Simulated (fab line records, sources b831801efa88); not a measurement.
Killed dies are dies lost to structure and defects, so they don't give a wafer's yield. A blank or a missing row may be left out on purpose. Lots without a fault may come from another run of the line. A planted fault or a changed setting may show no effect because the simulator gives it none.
Chamber matching | flow sky130 | SKY_VIA1_CMP_02 on cmp-01: 4 sister chambers
The step polishes SiO2. 4 wafers are shown with their chamber, then 9 later ones without.

WAFERS WITH THEIR CHAMBER
wafer  | chamber | motor_current_A (A)
L787.1 | 1       | 14.4
L793.1 | 2       | 12.1
L793.2 | 3       | 12.8
L793.3 | 0       | 12.7

WAFERS WITHOUT THEIR CHAMBER
wafer  | motor_current_A (A)
L799.2 | 13.0
L799.3 | 14.1
L799.6 | 12.5
L801.1 | 12.6
L801.2 | 12.4
L801.5 | 12.2
L802.1 | 14.2
L802.2 | 12.3
L802.6 | 12.9

WHICH CHAMBER EACH WENT THROUGH
wafer  | from the rows above          | in truth
L799.2 | can't be placed: 3 or 0      | 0
L799.3 | 1                            | 1
L799.6 | can't be placed: 0 or 3 or 2 | 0
L801.1 | can't be placed: 0 or 3 or 2 | 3
L801.2 | can't be placed: 0 or 2 or 3 | 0
L801.5 | can't be placed: 2 or 0      | 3
L802.1 | 1                            | 1
L802.2 | can't be placed: 2 or 0 or 3 | 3
L802.6 | can't be placed: 3 or 0      | 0
Placed correctly: 2 of 9. Can't be placed from these rows: 7 (the true chamber is among the candidates in 6). Placed wrongly: 0.
How it was worked out, from the rows above alone: a wafer's distance from a chamber is the root of the sum, over the readings, of the square of ((its reading less the chamber's mean) divided by the reading's scatter). The wafer belongs to the nearest chamber; if the next one is less than 2 further off, it can't be placed. A chamber's mean is the mean of its shown wafers. The scatter: with one shown wafer a chamber, the root of the mean of the squares of how far each hidden wafer lies from its nearest shown one.
